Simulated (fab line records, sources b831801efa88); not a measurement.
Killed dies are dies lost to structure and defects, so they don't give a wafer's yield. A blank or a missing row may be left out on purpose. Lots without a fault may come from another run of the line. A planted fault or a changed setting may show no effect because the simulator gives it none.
Chamber matching | flow sky130 | SKY_POLY_GATE_ETCH_17 on rie_si-02: 4 sister chambers
The step etches poly-Si in HBr/Cl2, stops on SiO2, target depth 180 nm, time 70.5 s. 27 wafers are shown with their chamber, then 12 later ones without.

WAFERS WITH THEIR CHAMBER
wafer  | chamber | HBr_flow_sccm (sccm) | throttle_valve_pct (%) | oes_product_au (a.u.)
L074.2 | 2       | 150.2                | 33.673                 | 0.975
L074.4 | 0       | 149.6                | 33.659                 | 0.983
L074.5 | 0       | 150.4                | 33.671                 | 0.981
L077.1 | 3       | 150.6                | 33.683                 | 0.974
L077.2 | 2       | 150.6                | 33.673                 | 0.981
L077.6 | 1       | 150.7                | 33.697                 | 0.988
L080.3 | 1       | 149.6                | 33.678                 | 0.973
L080.5 | 1       | 149.1                | 33.683                 | 0.972
L080.6 | 2       | 150.3                | 33.671                 | 0.967
L081.3 | 3       | 150.0                | 33.688                 | 0.977
L081.4 | 2       | 150.3                | 33.683                 | 0.973
L081.6 | 3       | 150.2                | 33.707                 | 0.991
L082.1 | 0       | 150.2                | 33.679                 | 0.974
L082.2 | 1       | 150.2                | 33.671                 | 0.985
L082.3 | 2       | 150.2                | 33.670                 | 0.985
L083.2 | 3       | 150.8                | 33.690                 | 0.987
L083.3 | 2       | 149.8                | 33.700                 | 0.991
L083.4 | 1       | 149.5                | 33.675                 | 0.992
L085.1 | 1       | 149.5                | 33.693                 | 0.976
L085.2 | 0       | 151.1                | 33.689                 | 0.982
L085.3 | 3       | 150.5                | 33.691                 | 0.987
L087.1 | 0       | 149.8                | 33.690                 | 0.979
L087.2 | 3       | 150.0                | 33.671                 | 0.976
L087.5 | 0       | 149.9                | 33.696                 | 0.973
L089.2 | 2       | 149.1                | 33.678                 | 0.979
L089.3 | 0       | 150.4                | 33.670                 | 0.978
L089.6 | 3       | 150.3                | 33.688                 | 0.974

SIGNATURES (means of the wafers above)
reading            | chamber 0 | chamber 1 | chamber 2 | chamber 3 | scatter within a chamber
HBr_flow_sccm      | 150.200   | 149.767   | 150.071   | 150.343   | 0.474
throttle_valve_pct | 33.67914  | 33.68283  | 33.67829  | 33.68829  | 0.0113
oes_product_au     | 0.97857   | 0.98100   | 0.97871   | 0.98086   | 0.00703
Rule: a wafer's distance from a chamber is the root of the sum, over the readings, of the square of ((its reading less the chamber's mean) divided by the reading's scatter). The wafer belongs to the nearest chamber; if the next one is less than 2 further off, it can't be placed. The scatter: the root of (the sum of the squares of (reading less its chamber's mean) over the shown wafers, divided by (wafers less chambers)).

WAFERS WITHOUT THEIR CHAMBER
wafer  | HBr_flow_sccm (sccm) | throttle_valve_pct (%) | oes_product_au (a.u.)
L091.1 | 149.4                | 33.682                 | 0.989
L091.2 | 150.4                | 33.689                 | 0.985
L091.5 | 149.8                | 33.688                 | 0.984
L093.1 | 149.8                | 33.680                 | 0.985
L093.3 | 150.5                | 33.671                 | 0.990
L093.6 | 150.2                | 33.693                 | 0.990
L095.1 | 149.7                | 33.667                 | 0.973
L095.4 | 149.9                | 33.680                 | 0.978
L095.6 | 150.1                | 33.677                 | 0.988
L097.2 | 149.4                | 33.675                 | 0.976
L097.3 | 149.4                | 33.685                 | 0.969
L097.6 | 150.7                | 33.689                 | 0.977

WHICH CHAMBER EACH WENT THROUGH
wafer  | from the rows above               | in truth
L091.1 | can't be placed: 1 or 2 or 0 or 3 | 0
L091.2 | can't be placed: 3 or 0 or 2 or 1 | 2
L091.5 | can't be placed: 1 or 3 or 2 or 0 | 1
L093.1 | can't be placed: 1 or 2 or 0 or 3 | 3
L093.3 | can't be placed: 0 or 2 or 3 or 1 | 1
L093.6 | can't be placed: 3 or 1 or 0 or 2 | 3
L095.1 | can't be placed: 2 or 0 or 1 or 3 | 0
L095.4 | can't be placed: 2 or 1 or 0 or 3 | 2
L095.6 | can't be placed: 1 or 2 or 0 or 3 | 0
L097.2 | can't be placed: 1 or 2 or 0 or 3 | 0
L097.3 | can't be placed: 1 or 2 or 0 or 3 | 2
L097.6 | can't be placed: 3 or 0 or 2 or 1 | 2
Placed correctly: 0 of 12. Can't be placed from these rows: 12 (the true chamber is among the candidates in 12). Placed wrongly: 0.
